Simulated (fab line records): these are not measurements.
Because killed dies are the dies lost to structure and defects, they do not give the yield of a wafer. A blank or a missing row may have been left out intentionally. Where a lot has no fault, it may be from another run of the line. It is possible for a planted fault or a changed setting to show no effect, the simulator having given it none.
fab line records + flow gf180mcu
[record]
- lots = 15
- wafers = 45
- last_day = 32
route steps=602 shown NWELL@53 MVPSD@85 VT_IMPLANT@108 HV_LDD@206
lots that met no fault: from a run of the same line without faults
start_h: hours from the record's opening day to when the first of the lot's shown wafers began + wait_h: hours elapsed since this lot's preceding step + " unchanged from the row above + L1.1+2: a single row standing in for several wafers + - value missing, or start not given + * or withheld: withheld + < > ~ a bound
route shown NAME@n: names a module that has steps shown in the file, with the first one's number in the route + usual: mean and standard deviation over wafers with no fault + same: alike in all rows + chamber/n: place in a boat + sites: per-site readings + _std_site: their standard deviation + _edge_site: the outer-site mean with the inner-site mean subtracted + radius_mm: for every site, how far away it sits from the centre of the wafer + mask NAME#n: copy n + behind: the tool/chamber that last shaped the wafer + hold: reason for holding the lot/hours on hold/outcome of the hold + device: the transistor (n, p or np) that didn't switch + end of line: the tests these same wafers got at the end of their route + a step given without rows: its recipe and nothing more + killed: the dies lost at the first sort to structure and to defects; this is not the yield of the wafer + map: a wafer's dies, marking killed ones x, the rest . and places with no die _
set.NAME: the run value of the setting; set.NAME@STEP: its run value at that earlier step + model.NAME: the simulator's own value behind a step, which no gauge read
route steps across a sampled set of lots; one table per step, one row per wafer
[[steps]]
[step GF_NWELL_TW_MEAS_11]
[usual]
- NWELL_TW = 1578/13
| lot.wafer | tool          | chamber | start_h | wait_h | NWELL_TW |
|-----------|---------------|---------|---------|--------|----------|
| L769.2    | film_metro-04 | -       | 55.72   | 0.1    | 1586     |
| L769.4    | "             | -       | "       | "      | 1594     |
| L769.6    | "             | -       | "       | "      | 1588     |
| L770.2    | film_metro-02 | -       | 61.24   | 0.1    | 1575     |
| L770.3    | "             | -       | "       | "      | 1585     |
| L770.6    | "             | -       | "       | "      | 1580     |
| L771.1    | film_metro-02 | -       | 65.91   | 0.1    | 1580     |
| L771.4    | "             | -       | "       | "      | 1573     |
| L771.5    | "             | -       | "       | "      | 1582     |
| L773.3    | film_metro-04 | -       | 77.29   | 0.1    | 1588     |
| L773.4    | "             | -       | "       | "      | 1576     |
| L773.6    | "             | -       | "       | "      | 1589     |
| L774.1    | film_metro-01 | -       | 82.92   | 0.1    | 1559     |
| L774.3    | "             | -       | "       | "      | 1552     |
| L774.6    | "             | -       | "       | "      | 1551     |
| L775.3    | film_metro-02 | -       | 87.53   | 0.1    | 1600     |
| L775.4    | "             | -       | "       | "      | 1583     |
| L775.6    | "             | -       | "       | "      | 1581     |
| L776.1    | film_metro-04 | -       | 95.16   | 0.1    | 1584     |
| L776.2    | "             | -       | "       | "      | 1588     |
| L776.3    | "             | -       | "       | "      | 1579     |
| L778.3    | film_metro-02 | -       | 104.54  | 0.1    | 1574     |
| L778.4    | "             | -       | "       | "      | 1577     |
| L778.5    | "             | -       | "       | "      | 1586     |
| L779.1    | film_metro-01 | -       | 110.31  | 0.1    | 1562     |
| L779.2    | "             | -       | "       | "      | 1564     |
| L779.5    | "             | -       | "       | "      | 1566     |
| L781.1    | film_metro-01 | -       | 121.91  | 0.1    | 1571     |
| L781.2    | "             | -       | "       | "      | 1574     |
| L781.4    | "             | -       | "       | "      | 1567     |
| L782.3    | film_metro-01 | -       | 127.03  | 0.1    | 1562     |
| L782.4    | "             | -       | "       | "      | 1565     |
| L782.6    | "             | -       | "       | "      | 1568     |
| L784.2    | film_metro-02 | -       | 137.88  | 0.1    | 1576     |
| L784.3    | "             | -       | "       | "      | 1579     |
| L784.5    | "             | -       | "       | "      | 1580     |
| L787.1    | film_metro-01 | -       | 154.41  | 0.1    | 1554     |
| L787.2    | "             | -       | "       | "      | 1553     |
| L787.4    | "             | -       | "       | "      | 1557     |
| L788.1    | film_metro-04 | -       | 159.71  | 0.1    | 1596     |
| L788.3    | "             | -       | "       | "      | 1587     |
| L788.4    | "             | -       | "       | "      | 1585     |
| L789.1    | film_metro-04 | -       | 166.42  | 0.1    | 1590     |
| L789.3    | "             | -       | "       | "      | 1591     |
| L789.6    | "             | -       | "       | "      | 1586     |
[step GF_MVPSD_OVL_MEAS_07]
[usual]
- MVPSD_OVL = -0.6/1.4
| lot.wafer | tool       | chamber | start_h | wait_h | MVPSD_OVL[nm] |
|-----------|------------|---------|---------|--------|---------------|
| L769.2    | overlay-02 | -       | 96.37   | -      | -0.6          |
| L769.4    | "          | -       | "       | "      | -1.3          |
| L769.6    | "          | -       | "       | "      | 0.2           |
| L770.2    | overlay-01 | -       | 102.63  | -      | -0.6          |
| L770.3    | "          | -       | "       | "      | -0.4          |
| L770.6    | "          | -       | "       | "      | 0.1           |
| L771.1    | overlay-02 | -       | 107.32  | -      | -0.2          |
| L771.4    | "          | -       | "       | "      | -1.5          |
| L771.5    | "          | -       | "       | "      | -1.8          |
| L773.3    | overlay-01 | -       | 120.79  | -      | -0.4          |
| L773.4    | "          | -       | "       | "      | -1.1          |
| L773.6    | "          | -       | "       | "      | -0.6          |
| L774.1    | overlay-01 | -       | 126.84  | -      | 1.1           |
| L774.3    | "          | -       | "       | "      | 0.2           |
| L774.6    | "          | -       | "       | "      | 0.7           |
| L775.3    | overlay-01 | -       | 131.30  | -      | 0.7           |
| L775.4    | "          | -       | "       | "      | -0.1          |
| L775.6    | "          | -       | "       | "      | 0.3           |
| L776.1    | overlay-02 | -       | 139.24  | -      | -3.0          |
| L776.2    | "          | -       | "       | "      | -0.7          |
| L776.3    | "          | -       | "       | "      | -2.3          |
| L778.3    | overlay-01 | -       | 150.74  | -      | 0.1           |
| L778.4    | "          | -       | "       | "      | -0.6          |
| L778.5    | "          | -       | "       | "      | 0.2           |
| L779.1    | overlay-02 | -       | 156.64  | -      | -3.5          |
| L779.2    | "          | -       | "       | "      | -2.3          |
| L779.5    | "          | -       | "       | "      | -1.8          |
| L781.1    | overlay-02 | -       | 168.39  | -      | 0.3           |
| L781.2    | "          | -       | "       | "      | 0.0           |
| L781.4    | "          | -       | "       | "      | -2.1          |
| L782.3    | overlay-02 | -       | 173.73  | -      | -2.3          |
| L782.4    | "          | -       | "       | "      | -2.9          |
| L782.6    | "          | -       | "       | "      | -2.4          |
| L784.2    | overlay-01 | -       | 185.34  | -      | -0.7          |
| L784.3    | "          | -       | "       | "      | -1.1          |
| L784.5    | "          | -       | "       | "      | 1.6           |
| L787.1    | overlay-01 | -       | 202.72  | -      | -2.8          |
| L787.2    | "          | -       | "       | "      | -3.5          |
| L787.4    | "          | -       | "       | "      | -2.8          |
| L788.1    | overlay-01 | -       | 211.23  | -      | 2.3           |
| L788.3    | "          | -       | "       | "      | 1.5           |
| L788.4    | "          | -       | "       | "      | 2.2           |
| L789.1    | overlay-02 | -       | 218.32  | -      | 0.6           |
| L789.3    | "          | -       | "       | "      | -0.1          |
| L789.6    | "          | -       | "       | "      | 0.2           |
[step GF_VT_IMPLANT_OVL_MEAS_18]
[usual]
- VT_IMPLANT_01_OVL = -0.5/1.5
| lot.wafer | tool       | chamber | start_h | wait_h | VT_IMPLANT_01_OVL[nm] |
|-----------|------------|---------|---------|--------|-----------------------|
| L769.2    | overlay-02 | -       | 126.84  | 0.1    | 0.1                   |
| L769.4    | "          | -       | "       | "      | 1.3                   |
| L769.6    | "          | -       | "       | "      | 0.9                   |
| L770.2    | overlay-01 | -       | 132.08  | 0.1    | -0.1                  |
| L770.3    | "          | -       | "       | "      | -0.4                  |
| L770.6    | "          | -       | "       | "      | -1.1                  |
| L771.1    | overlay-02 | -       | 137.73  | 0.1    | -3.6                  |
| L771.4    | "          | -       | "       | "      | -4.2                  |
| L771.5    | "          | -       | "       | "      | -4.0                  |
| L773.3    | overlay-02 | -       | 151.93  | 0.1    | -0.1                  |
| L773.4    | "          | -       | "       | "      | 2.2                   |
| L773.6    | "          | -       | "       | "      | 2.1                   |
| L774.1    | overlay-02 | -       | 157.62  | 0.1    | -0.1                  |
| L774.3    | "          | -       | "       | "      | -1.7                  |
| L774.6    | "          | -       | "       | "      | -2.0                  |
| L775.3    | overlay-02 | -       | 161.65  | 0.1    | -1.8                  |
| L775.4    | "          | -       | "       | "      | -1.1                  |
| L775.6    | "          | -       | "       | "      | -0.8                  |
| L776.1    | overlay-01 | -       | 171.34  | 0.1    | -0.2                  |
| L776.2    | "          | -       | "       | "      | -1.9                  |
| L776.3    | "          | -       | "       | "      | -1.2                  |
| L778.3    | overlay-01 | -       | 184.38  | 0.1    | -0.2                  |
| L778.4    | "          | -       | "       | "      | -0.7                  |
| L778.5    | "          | -       | "       | "      | -2.3                  |
| L779.1    | overlay-02 | -       | 189.54  | 0.1    | -1.1                  |
| L779.2    | "          | -       | "       | "      | -0.7                  |
| L779.5    | "          | -       | "       | "      | -0.6                  |
| L781.1    | overlay-02 | -       | 201.39  | 0.1    | -3.3                  |
| L781.2    | "          | -       | "       | "      | -3.8                  |
| L781.4    | "          | -       | "       | "      | -2.9                  |
| L782.3    | overlay-02 | -       | 207.63  | 0.1    | -1.7                  |
| L782.4    | "          | -       | "       | "      | -1.0                  |
| L782.6    | "          | -       | "       | "      | -1.3                  |
| L784.2    | overlay-01 | -       | 219.88  | 0.1    | -0.7                  |
| L784.3    | "          | -       | "       | "      | -1.4                  |
| L784.5    | "          | -       | "       | "      | -0.9                  |
| L787.1    | overlay-02 | -       | 238.74  | 0.1    | -1.3                  |
| L787.2    | "          | -       | "       | "      | -0.8                  |
| L787.4    | "          | -       | "       | "      | -1.4                  |
| L788.1    | overlay-01 | -       | 248.04  | 0.1    | 0.1                   |
| L788.3    | "          | -       | "       | "      | 0.9                   |
| L788.4    | "          | -       | "       | "      | 1.2                   |
| L789.1    | overlay-01 | -       | 255.32  | 0.1    | 1.0                   |
| L789.3    | "          | -       | "       | "      | -1.0                  |
| L789.6    | "          | -       | "       | "      | 1.2                   |
[step GF_HV_LDD_DEVELOP_30]
[recipe]
- develop_time_s = 60
- dev_temp_c = 23
[usual]
- chill_plate_temp_C = 23.03/0.11
- develop_time_s = 60/0
- resist_line_temp_C = 23.01/0.1
| lot.wafer | tool           | chamber | start_h | wait_h | chill_plate_temp_C | develop_time_s | resist_line_temp_C |
|-----------|----------------|---------|---------|--------|--------------------|----------------|--------------------|
| L769.2    | litho_track-01 | 0       | 253.45  | 0.1    | 22.92              | 60             | 22.87              |
| L769.4    | "              | 0       | "       | "      | 23.19              | 60             | 23.01              |
| L769.6    | "              | 0       | "       | "      | 23.13              | 60             | 22.84              |
| L770.2    | litho_track-01 | 0       | 260.45  | 0.1    | 22.82              | 60             | 23.04              |
| L770.3    | "              | 0       | "       | "      | 22.94              | 60             | 23.05              |
| L770.6    | "              | 0       | "       | "      | 23.09              | 60             | 23.13              |
| L771.1    | litho_track-03 | 0       | 268.13  | 0.1    | 22.98              | 60             | 23.00              |
| L771.4    | "              | 0       | "       | "      | 23.06              | 60             | 23.12              |
| L771.5    | "              | 0       | "       | "      | 22.88              | 60             | 22.92              |
| L773.3    | litho_track-04 | 0       | 286.02  | 0.1    | 23.05              | 60             | 22.88              |
| L773.4    | "              | 0       | "       | "      | 22.87              | 60             | 22.99              |
| L773.6    | "              | 0       | "       | "      | 23.22              | 60             | 23.04              |
| L774.1    | litho_track-01 | 0       | 293.53  | 0.1    | 23.01              | 60             | 23.03              |
| L774.3    | "              | 0       | "       | "      | 22.94              | 60             | 23.12              |
| L774.6    | "              | 0       | "       | "      | 22.77              | 60             | 23.01              |
| L775.3    | litho_track-01 | 0       | 296.63  | 0.1    | 23.05              | 60             | 23.07              |
| L775.4    | "              | 0       | "       | "      | 22.98              | 60             | 23.11              |
| L775.6    | "              | 0       | "       | "      | 22.95              | 60             | 23.16              |
| L776.1    | litho_track-01 | 0       | 311.43  | 0.1    | 22.90              | 60             | 23.07              |
| L776.2    | "              | 0       | "       | "      | 22.97              | 60             | 23.11              |
| L776.3    | "              | 0       | "       | "      | 23.01              | 60             | 23.07              |
| L778.3    | litho_track-03 | 0       | 324.03  | 0.1    | 23.15              | 60             | 23.22              |
| L778.4    | "              | 0       | "       | "      | 23.14              | 60             | 23.17              |
| L778.5    | "              | 0       | "       | "      | 23.09              | 60             | 23.14              |
| L779.1    | litho_track-04 | 0       | 332.67  | 0.1    | 23.01              | 60             | 22.79              |
| L779.2    | "              | 0       | "       | "      | 23.07              | 60             | 23.00              |
| L779.5    | "              | 0       | "       | "      | 23.05              | 60             | 22.93              |
| L781.1    | litho_track-03 | 0       | 346.18  | 0.1    | 23.11              | 60             | 23.11              |
| L781.2    | "              | 0       | "       | "      | 23.16              | 60             | 23.15              |
| L781.4    | "              | 0       | "       | "      | 23.25              | 60             | 23.13              |
| L782.3    | litho_track-04 | 0       | 353.67  | 0.1    | 23.00              | 60             | 23.07              |
| L782.4    | "              | 0       | "       | "      | 22.95              | 60             | 23.13              |
| L782.6    | "              | 0       | "       | "      | 22.98              | 60             | 23.19              |
| L784.2    | litho_track-01 | 0       | 369.10  | 0.1    | 23.07              | 60             | 22.96              |
| L784.3    | "              | 0       | "       | "      | 23.21              | 60             | 22.93              |
| L784.5    | "              | 0       | "       | "      | 23.11              | 60             | 22.95              |
| L787.1    | litho_track-01 | -       | 389.93  | 0.1    | -                  | -              | -                  |
| L787.2    | "              | -       | "       | "      | -                  | -              | -                  |
| L787.4    | "              | -       | "       | "      | -                  | -              | -                  |
| L788.1    | litho_track-04 | -       | 401.47  | 0.1    | -                  | -              | -                  |
| L788.3    | "              | -       | "       | "      | -                  | -              | -                  |
| L788.4    | "              | -       | "       | "      | -                  | -              | -                  |
| L789.1    | litho_track-03 | -       | 411.43  | 0.1    | -                  | -              | -                  |
| L789.3    | "              | -       | "       | "      | -                  | -              | -                  |
| L789.6    | "              | -       | "       | "      | -                  | -              | -                  |
[[key]]
[first_sign]
- step = GF_HV_LDD_DEVELOP_30
- reading = tool_record
- direction = missing
effect none on later readings
met_at GF_HV_LDD_DEVELOP_30
struck_lots L787,L788,L789
later_rows_left_out L787.1,L787.2,L787.4,L788.1,L788.3,L788.4,L789.1,L789.3,L789.6
sort_left_out L787.1,L787.2,L787.4,L788.1,L788.3,L788.4,L789.1,L789.3,L789.6
tester_left_out L787,L788,L789
not_acting_at GF_NWELL_TW_MEAS_11,GF_MVPSD_OVL_MEAS_07,GF_VT_IMPLANT_OVL_MEAS_18
onset_between 369.10 389.93
[fault]
- kind = skipped_step_whole
- tool = litho_track-01,litho_track-03,litho_track-04
- chamber = -
- onset_h = 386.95
- steps = GF_HV_LDD_DEVELOP_30
- scope = struck_lots_only
// tester_left_out: of these lots the tester's yield and bins aren't shown, on N5 and GAA mostly nor the transistor test; their killed dies are dies lost to structure and defects alone, not to doping, threshold or leakage, so they don't give the yield
// sort_left_out: the simulated sort isn't trusted on such a fault, so these wafers' sort isn't shown, and their yield isn't known
// later_rows_left_out: the simulator's readings of these wafers behind a module that went badly wrong aren't trusted and aren't shown, but for the sort
